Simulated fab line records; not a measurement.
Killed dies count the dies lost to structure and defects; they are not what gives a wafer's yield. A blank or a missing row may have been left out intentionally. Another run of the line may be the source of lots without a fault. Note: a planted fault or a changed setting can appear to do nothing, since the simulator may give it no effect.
Problem report in the 8D (eight disciplines) form, filled by code | flow sky130 | the parts of the form that need people (team, actions taken, sign-off) are left out

== 1. PROBLEM STATEMENT ==
Wafers free of any fault read 1436 (standard deviation 11) for LDD_HVN_TW at SKY_LDD_HVN_TW_MEAS_10, against a mean of 1366 on 2 wafers of 2 lots. Measured from the usual mean, that is -6.3 standard deviations.
Earliest sighting: wafer L674.1 on film_metro-03 at day 21 10:58. The record holds 36 wafers of 12 lots with a number at this step. By rule, "out" or "out of limits" means more than 4 standard deviations away from the usual mean. The other wafers with a number count as sound.

== 2. WHAT IT IS, AND WHAT IT ISN'T ==
question                    | is                | is not
which readings at this step | LDD_HVN_TW        | -
which lots                  | L674, L675        | L671, L672, L673, L684, L685, L687, L688, L689, L690, L694
which wafers of those lots  | L674.1, L675.2    | L674.3, L674.5, L675.4, L675.6
read on which gauges        | film_metro-03     | film_metro-01, film_metro-04
when                        | from day 21 10:58 | up to then (11 sound wafers); but 23 sound wafers of L675, L684, L685, L687, L688, L689, L690, L694 came after

== 3. SUSPECTS, AND WHAT RULES EACH OUT ==
Counting: if a tool at a process step up to the reading ran every lot that is out, it stays a suspect. Sound lots after the first of them don't rule it out here, since some wafers of a struck lot are sound.
- the gauge at SKY_LDD_HVN_TW_MEAS_10: kept. All the wafers that are out were read on film_metro-03, and no step on other tools shows them out.
- implanter-01 at SKY_LDD_HVN_IMPLANT_08: kept. It processed each lot that is out (first: L674, day 21 10:43); up to then, its last sound lot is L672 (day 21 07:32).
The count leaves film_metro-03 at SKY_LDD_HVN_TW_MEAS_10 and implanter-01 at SKY_LDD_HVN_IMPLANT_08.

== 4. THE CAUSE (what the simulator had put in) ==
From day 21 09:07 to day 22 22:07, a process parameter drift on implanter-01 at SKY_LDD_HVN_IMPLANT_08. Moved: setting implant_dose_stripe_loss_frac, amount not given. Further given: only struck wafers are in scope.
2 suspects survive the count, and this tool is in that group.

== 5. THE EFFECT CHAIN, in route order ==
Each row: a reading where the mean over the struck wafers with a number is more than 3 standard deviations away from the usual. Readings are gone through only where the record gives a usual standard deviation; hours: the median, over the lots, of the time from a lot's start at the first step in this table giving one to that lot's start at this step; sigmas: the change measured in usual standard deviations.
hours | step                   | reading    | usual | on struck wafers | change | sigmas
0     | SKY_LDD_HVN_TW_MEAS_10 | LDD_HVN_TW | 1436  | 1366             | -70    | -6.3

== 6. HOW IT WOULD HAVE BEEN CAUGHT EARLIER ==
The first out-of-limits reading at a measuring or inspecting step in this record came at day 21 10:58, 2 hours after the fault's start at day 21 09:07.
Of the tool readings at SKY_LDD_HVN_IMPLANT_08 for which the record gives a usual standard deviation, none was out on any struck wafer, so an alarm limit of 4 standard deviations on them would not have fired.
Among the 2 lots that are out, L675 began SKY_LDD_HVN_IMPLANT_08 on implanter-01 after day 21 10:58. A hold on the tool at that time would have spared it.
